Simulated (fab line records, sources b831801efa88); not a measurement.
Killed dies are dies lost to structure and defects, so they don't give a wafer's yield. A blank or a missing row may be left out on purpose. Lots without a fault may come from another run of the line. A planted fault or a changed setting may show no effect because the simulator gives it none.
fab line records | flow sky130
record lots=11 wafers=33 last_day=50
route steps=708 shown CONTACT@415
lots that met no fault: from a run of the same line without faults
start_h: hours from the record's first day to the start of the lot's first wafer shown | wait_h: hours since the lot's step before | " the same as in the row above | L1.1+2: a row that stands for several wafers | - no value, or no start given | * or withheld: withheld | < > ~ a bound
route shown NAME@n: a module of which the file shows steps, and the number in the route of the first | usual: mean/standard deviation of fault-free wafers | same: alike in all rows | chamber/n: place in a boat | sites: the reading at each site | _std_site: their standard deviation | _edge_site: outer sites' mean less inner sites' | radius_mm: how far each site lies from the wafer's centre | mask NAME#n: copy n | behind: the tool/chamber that last shaped the wafer | hold: why the lot was held/for how many hours/how that ended | device: the transistor (n, p or np) that didn't switch | end of line: the same wafers' tests at the end of the route | a step without rows: its recipe alone | killed: dies lost to structure and defects at the first sort, not the wafer's yield | map: a wafer's dies, x killed, . not, _ none there
set.NAME: the setting as run; set.NAME@STEP: as run at that earlier step | model.NAME: the simulator's own value behind a step, which no gauge read
steps of the route over a sample of lots; a table a step, a row a wafer
services: from which hour (start_h, from the record's first day; less than 0 if before it) a tool's chamber was out of use, for how many hours, and why
## steps
# step SKY_CONTACT_COAT_09
# recipe resist=KrF-thick spin_rpm=3000 resist_thk_nm=450
# usual dispense_pressure_kPa=47.6/1.7 resist_line_temp_C=23.04/0.1
# columns lot.wafer tool chamber start_h wait_h dispense_pressure_kPa resist_line_temp_C
L461.3 litho_track-04 0 711 - 50.4 22.99
L461.4 " 0 " " 50.5 22.98
L461.6 " 0 " " 50.4 23.03
L463.1 litho_track-02 0 753 - 47.4 23.17
L463.2 " 0 " " 47.4 22.90
L463.6 " 0 " " 47.4 22.99
L464.1 litho_track-03 0 756 - 46.4 22.93
L464.2 " 0 " " 46.4 22.97
L464.4 " 0 " " 46.4 22.93
L467.2 litho_track-03 0 765 - 46.4 22.96
L467.3 " 0 " " 46.4 22.92
L467.4 " 0 " " 46.4 22.88
L469.1 litho_track-03 0 787 - 46.4 22.91
L469.4 " 0 " " 46.4 23.07
L469.5 " 0 " " 46.4 22.85
L470.1 litho_track-03 0 790 - 46.4 22.96
L470.5 " 0 " " 46.4 22.98
L470.6 " 0 " " 46.4 23.04
L472.1 litho_track-03 0 804 - 46.4 23.17
L472.3 " 0 805 - 46.4 23.27
L472.4 " 0 " " 46.4 23.16
L473.2 litho_track-04 0 808 - 50.5 23.12
L473.3 " 0 " " 50.5 23.13
L473.5 " 0 " " 50.5 22.98
L482.2 litho_track-03 0 883 - 46.4 23.06
L482.3 " 0 " " 46.3 23.05
L482.5 " 0 " " 46.4 23.10
L484.2 litho_track-03 0 918 - 46.3 23.06
L484.4 " 0 " " 46.3 23.08
L484.6 " 0 " " 46.4 23.04
L483.3 litho_track-02 0 920 - 47.4 23.11
L483.5 " 0 " " 47.4 23.07
L483.6 " 0 " " 47.4 23.01
# step SKY_CONTACT_OVL_MEAS_15
# usual CONTACT_OVL=0/5.7
# columns lot.wafer tool chamber start_h wait_h CONTACT_OVL[nm]
L461.3 overlay-01 - 725.25 0.1 1
L461.4 " - " " 2
L461.6 " - " " 6
L463.1 overlay-02 - 768.54 0.1 4
L463.2 " - " " 5
L463.6 " - " " 4
L464.1 overlay-02 - 770.94 0.1 -6
L464.2 " - " " -6
L464.4 " - " " 0
L467.2 overlay-01 - 779.60 0.1 -6
L467.3 " - " " -7
L467.4 " - " " -3
L469.1 overlay-02 - 800.94 0.1 0
L469.4 " - " " -2
L469.5 " - " " -1
L470.1 overlay-01 - 804.46 0.1 7
L470.5 " - " " 3
L470.6 " - " " 4
L472.1 overlay-01 - 819.47 0.1 -1
L472.3 " - " " 1
L472.4 " - " " -6
L473.2 overlay-01 - 821.75 0.1 -2
L473.3 " - " " 2
L473.5 " - " " 5
L482.2 overlay-01 - 896.02 0.1 -2
L482.3 " - " " -3
L482.5 " - " " 10
L484.2 overlay-02 - 931.37 0.1 2
L484.4 " - " " -1
L484.6 " - " " 5
L483.3 overlay-01 - 933.28 0.1 -5
L483.5 " - " " 7
L483.6 " - " " -1
# step SKY_CONTACT_ETCH_16
# recipe chemistry=N2/H2 target=BARC ion_energy_ev=200 source_w=500 bias_w=100 pressure_mtorr=30 n2_flow_sccm=100 h2_flow_sccm=200 stop_on=SiO2 time_s=45.9 target_depth_a=600
# usual bias_w=100.02/0.29 drypump_motor_current_A=5.8/0.31 oes_product_au=0.855/0.0044 throttle_valve_pct=13.226/0.0093
# columns lot.wafer tool chamber start_h wait_h bias_w drypump_motor_current_A oes_product_au rf_hours_counter_h throttle_valve_pct
L461.3 rie_diel-02 1 725.28 0.0 99.68 5.8 0.850 10 13.243
L461.4 " 0 " " 100.28 6.3 0.854 - 13.236
L461.6 " 1 " " 100.21 5.7 0.858 - 13.233
L463.1 rie_diel-01 1 768.58 0.0 100.24 5.6 0.855 0 13.220
L463.2 " 2 " " 99.63 5.6 0.860 13 13.229
L463.6 " 1 " " 99.88 5.6 0.860 - 13.210
L464.1 rie_diel-03 3 770.98 0.0 100.09 5.6 0.852 14 13.238
L464.2 " 2 " " 99.32 5.6 0.857 14 13.211
L464.4 " 0 " " 100.25 6.1 0.851 5 13.215
L467.2 rie_diel-01 2 779.63 0.0 100.21 5.6 0.860 14 13.233
L467.3 " 1 " " 100.11 5.6 0.844 1 13.233
L467.4 " 3 " " 99.59 6.2 0.864 16 13.230
L469.1 rie_diel-03 1 800.98 0.0 99.93 5.1 0.851 6 13.227
L469.4 " 3 " " 99.96 5.6 0.854 15 13.225
L469.5 " 3 " " 100.42 5.6 0.859 - 13.225
L470.1 rie_diel-01 2 804.50 0.0 99.99 5.6 0.857 14 13.217
L470.5 " 3 " " 100.03 6.2 0.852 - 13.233
L470.6 " 0 " " 100.16 5.9 0.855 - 13.217
L472.1 rie_diel-03 3 819.51 0.0 100.44 5.6 0.863 15 13.218
L472.3 " 2 " " 99.86 5.5 0.851 16 13.235
L472.4 " 0 " " 99.77 6.0 0.854 7 13.226
L473.2 rie_diel-02 0 821.78 0.0 100.06 6.3 0.866 6 13.215
L473.3 " 2 " " 100.36 5.9 0.856 7 13.228
L473.5 " 2 " " 99.95 5.9 0.861 - 13.232
L482.2 rie_diel-03 1 896.05 0.0 99.95 5.1 0.858 10 13.240
L482.3 " 2 " " 99.95 5.5 0.861 18 13.230
L482.5 " 3 " " 100.16 5.7 0.839 - 13.215
L484.2 rie_diel-03 3 931.40 0.0 100.43 5.6 0.863 19 13.227
L484.4 " 1 " " 99.95 5.1 0.854 11 13.216
L484.6 " 0 " " 99.40 6.1 0.854 - 13.231
L483.3 rie_diel-03 2 933.30 0.0 100.22 5.5 0.856 20 13.218
L483.5 " 1 " " 100.00 5.1 0.857 - 13.223
L483.6 " 2 " " 100.24 5.5 0.856 - 13.239
# step SKY_CONTACT_STRIP_19
# recipe chemistry=O2/N2 power_w=1400 pressure_mtorr=1500 platen_temp_c=withheld o2_flow_sccm=3000 n2_flow_sccm=300 overash_fraction=0.5
# usual drypump_motor_current_A=5.8/0.46 o2_flow_sccm=3001/8.3 oes_product_au=0.381/0.005 strip_time_to_endpoint_s=3.627/0.027
# columns lot.wafer tool chamber start_h wait_h drypump_motor_current_A o2_flow_sccm oes_product_au rf_hours_counter_h strip_time_to_endpoint_s
L461.3 plasma_asher-03 1 725.44 - 6.4 3004 0.381 - 3.641
L461.4 " 0 " " 5.6 3006 0.387 - 3.683
L461.6 " 0 " " 5.6 2998 0.378 - 3.659
L463.1 plasma_asher-04 0 768.71 - 5.8 2976 0.373 34 3.654
L463.2 " 1 " " 4.9 3000 0.371 34 3.644
L463.6 " 0 " " 5.8 2979 0.385 - 3.637
L464.1 plasma_asher-04 0 771.11 - 5.8 2993 0.384 34 3.641
L464.2 " 1 " " 4.9 3003 0.380 34 3.623
L464.4 " 0 " " 5.8 2996 0.382 - 3.625
L467.2 plasma_asher-03 0 779.76 - 5.6 2990 0.388 4 3.649
L467.3 " 0 " " 5.6 3001 0.383 - 3.642
L467.4 " 1 " " 6.4 3011 0.390 - 3.648
L469.1 plasma_asher-03 0 801.11 - 5.6 3004 0.380 6 3.590
L469.4 " 0 " " 5.6 3002 0.383 - 3.607
L469.5 " 0 " " 5.6 3001 0.387 - 3.577
L470.1 plasma_asher-04 1 804.63 - 4.9 2998 0.385 37 3.851
L470.5 " 0 " " 5.8 3021 0.392 - 3.846
L470.6 " 1 " " 4.9 3002 0.394 - 3.877
L472.1 plasma_asher-04 1 819.64 - 4.9 2995 0.394 39 3.794
L472.3 " 0 " " 5.9 3007 0.393 - 3.822
L472.4 " 1 " " 4.9 2994 0.386 - 3.819
L473.2 plasma_asher-04 1 821.91 - 4.9 3004 0.371 39 3.632
L473.3 " 1 " " 4.9 2990 0.369 - 3.640
L473.5 " 1 " " 4.9 3003 0.382 - 3.600
L482.2 plasma_asher-03 1 896.18 - 6.3 3000 0.390 16 3.622
L482.3 " 0 " " 5.6 2984 0.386 - 3.618
L482.5 " 1 " " 6.3 2988 0.374 - 3.601
L484.2 plasma_asher-02 1 931.53 - 6.1 2998 0.385 83 3.611
L484.4 " 0 " " 5.8 2992 0.377 - 3.594
L484.6 " 1 " " 6.1 2989 0.384 - 3.613
L483.3 plasma_asher-02 0 933.47 - 5.8 2997 0.384 - 3.616
L483.5 " 1 " " 6.1 3006 0.380 - 3.613
L483.6 " 0 " " 5.8 3003 0.379 - 3.589
# step SKY_CONTACT_RS_MEAS_25
# recipe thk_meas_gauge=four-point-probe reads=W_of_CONTACT_CVD_24+TiN_of_CONTACT_SPUTTER_23
# usual CONTACT_W_RS=0.340/0.0034
# columns lot.wafer tool chamber start_h wait_h CONTACT_W_RS[ohm/sq]
L461.3 film_metro-02 - 726.21 0.1 0.338
L461.4 " - " " 0.343
L461.6 " - " " 0.342
L463.1 film_metro-03 - 769.51 0.1 0.339
L463.2 " - " " 0.338
L463.6 " - " " 0.337
L464.1 film_metro-03 - 771.88 0.1 0.337
L464.2 " - " " 0.337
L464.4 " - " " 0.339
L467.2 film_metro-03 - 780.55 0.1 0.348
L467.3 " - " " 0.346
L467.4 " - " " 0.343
L469.1 film_metro-03 - 801.92 0.1 0.338
L469.4 " - " " 0.341
L469.5 " - " " 0.340
L470.1 film_metro-03 - 805.40 0.1 0.343
L470.5 " - " " 0.347
L470.6 " - " " 0.342
L472.1 film_metro-02 - 820.41 0.1 0.340
L472.3 " - " " 0.344
L472.4 " - " " 0.343
L473.2 film_metro-03 - 822.70 0.1 0.339
L473.3 " - " " 0.335
L473.5 " - " " 0.340
L482.2 film_metro-01 - 896.98 0.1 0.340
L482.3 " - " " 0.340
L482.5 " - " " 0.342
L484.2 film_metro-03 - 932.32 0.1 0.338
L484.4 " - " " 0.334
L484.6 " - " " 0.334
L483.3 film_metro-02 - 934.24 0.1 0.341
L483.5 " - " " 0.338
L483.6 " - " " 0.343
## services
# columns tool chamber start_h hours kind
plasma_asher-02 - 689.13 0.6 repair
rie_diel-03 - 699.83 0.7 repair
rie_diel-02 3 700.88 41.7 repair
rie_diel-03 0 708.87 1.2 repair
rie_diel-01 0 722.49 - clean
rie_diel-01 0 722.49 15.6 scheduled_down
rie_diel-01 0 722.49 15.6 vent_cycle
plasma_asher-04 - 722.49 2.2 repair
plasma_asher-03 - 733.75 9.0 pm
plasma_asher-03 0 733.75 9.0 vent_cycle
plasma_asher-03 1 733.75 9.0 vent_cycle
rie_diel-01 1 738.10 - clean
rie_diel-01 1 738.10 14.5 scheduled_down
rie_diel-01 1 738.10 14.5 vent_cycle
plasma_asher-03 0 742.75 - clean
plasma_asher-03 1 742.75 - clean
rie_diel-03 2 794.78 4.6 repair
rie_diel-02 3 798.41 2.6 repair
rie_diel-01 0 841.66 4.7 repair
plasma_asher-04 - 849.69 14.6 pm
plasma_asher-02 - 866.02 2.0 repair
rie_diel-03 - 867.73 1.2 repair
rie_diel-02 3 911.99 5.7 repair
rie_diel-03 0 916.64 4.1 repair
## key
first_sign step=SKY_CONTACT_STRIP_19 reading=strip_time_to_endpoint_s direction=up sigmas=7.6 usual=* struck=*
effect none on later readings
met_at SKY_CONTACT_COAT_09
struck_lots L470,L472
tester_left_out L470,L472
not_acting_at SKY_CONTACT_OVL_MEAS_15,SKY_CONTACT_ETCH_16,SKY_CONTACT_RS_MEAS_25
onset_between 787 790
fault kind=process_parameter_drift tool=litho_track-03 chamber=- onset_h=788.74 steps=SKY_CONTACT_COAT_09 channel=resist_thk_nm offset=17.556 shape=step end_h=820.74 acts_in=these_recipes_only stated=450
# tester_left_out: of these lots the tester's yield and bins aren't shown, on N5 and GAA mostly nor the transistor test; their killed dies are dies lost to structure and defects alone, not to doping, threshold or leakage, so they don't give the yield
